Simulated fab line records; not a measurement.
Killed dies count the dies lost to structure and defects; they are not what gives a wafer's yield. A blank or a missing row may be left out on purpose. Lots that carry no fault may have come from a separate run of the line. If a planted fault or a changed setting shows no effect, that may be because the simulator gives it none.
2 desks, one fault ; flow sky130 ; each desk has only its own numbers; what lay behind them comes last

## THE TOOL OWNER'S DESK: plasma asher-03
The tool's own readings at SKY_VIA3_STRIP_16 (strips in O2/N2): means of the sampled wafers that have a number, for each lot that ran on this tool. Marked OUT: a lot whose mean sits more than 4 standard deviations from the usual mean, which makes it out of limits; the brackets give that distance.
Columns: A = chamber pressure mTorr at SKY_VIA3_STRIP_16, usual 1499.8 mTorr; B = drypump motor current A at SKY_VIA3_STRIP_16, usual 6.0 A; C = oes product au at SKY_VIA3_STRIP_16, usual 0.403 a.u.; D = strip time to endpoint s at SKY_VIA3_STRIP_16, usual 4.133 s
lot;first seen here;A;B;C;D
L450;day 41 02:38;1500.4;6.4;0.403;4.170
L456;day 42 12:35;1500.3;6.4;0.400;4.117
L457;day 42 21:35;1500.1;6.4;0.404;4.149
L463;day 44 14:17;1599.6 (+83) OUT;6.4;0.405;4.109
L465;day 45 02:11;1700.9 (+99 or more) OUT;6.4;0.402;4.048
This desk finds L463, L465 out of limits, L463 being first, at day 44 14:17 (chamber pressure mTorr at SKY_VIA3_STRIP_16). L450, L456, L457 stayed within limits.

## THE METROLOGY DESK
Means of the sampled wafers that have a number, per lot and without regard to the tool the lot ran on: this is what the gauges read. Marked OUT: a lot whose mean sits more than 4 standard deviations from the usual mean, which makes it out of limits; the brackets give that distance.
Columns: A = cd nm at SKY_METAL3_CD_MEAS_13, usual 300.0 nm; B = cd nm at SKY_VIA3_CD_MEAS_12, usual 200.2 nm; C = VIA3_OVL at SKY_VIA3_OVL_MEAS_13, usual 2 nm
lot;first seen here;A;B;C
L447;day 38 22:38;300.2;201.0;7
L448;day 39 03:41;297.5;199.0;1
L449;day 39 05:07;302.7;198.2;-5
L450;day 40 00:29;300.0;199.5;3
L451;day 40 03:38;299.6;200.3;5
L453;day 40 21:50;299.9;201.4;4
L456;day 41 11:14;302.4;200.2;-5
L457;day 41 19:56;299.8;198.0;7
L458;day 42 01:02;299.8;200.8;2
L460;day 42 13:56;300.3;199.2;-4
L463;day 43 14:32;300.0;201.8;4
L465;day 44 01:53;299.4;199.4;-1
L469;day 45 12:08;298.9;200.4;4
Result from this desk: across the 13 lots, nothing is out of limits.

## TAKEN TOGETHER
The tool owner's desk had the chance to raise an alarm at day 44 14:17 on L463, L465.
Metrology desk: nothing out of limits seen.
The metrology desk has L463, L465 on record, within its limits.
Of the lots named, all ran SKY_VIA3_STRIP_16 on plasma asher-03.

## WHAT HAD BEEN PUT IN BY THE SIMULATOR
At SKY_VIA3_STRIP_16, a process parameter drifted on plasma asher-03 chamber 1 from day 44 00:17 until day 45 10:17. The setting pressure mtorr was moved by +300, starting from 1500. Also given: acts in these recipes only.
Lots struck among those shown: L463, L465.
How many hours passed from the start of the fault until each desk's first out-of-limits reading: the tool owner's desk, 14.
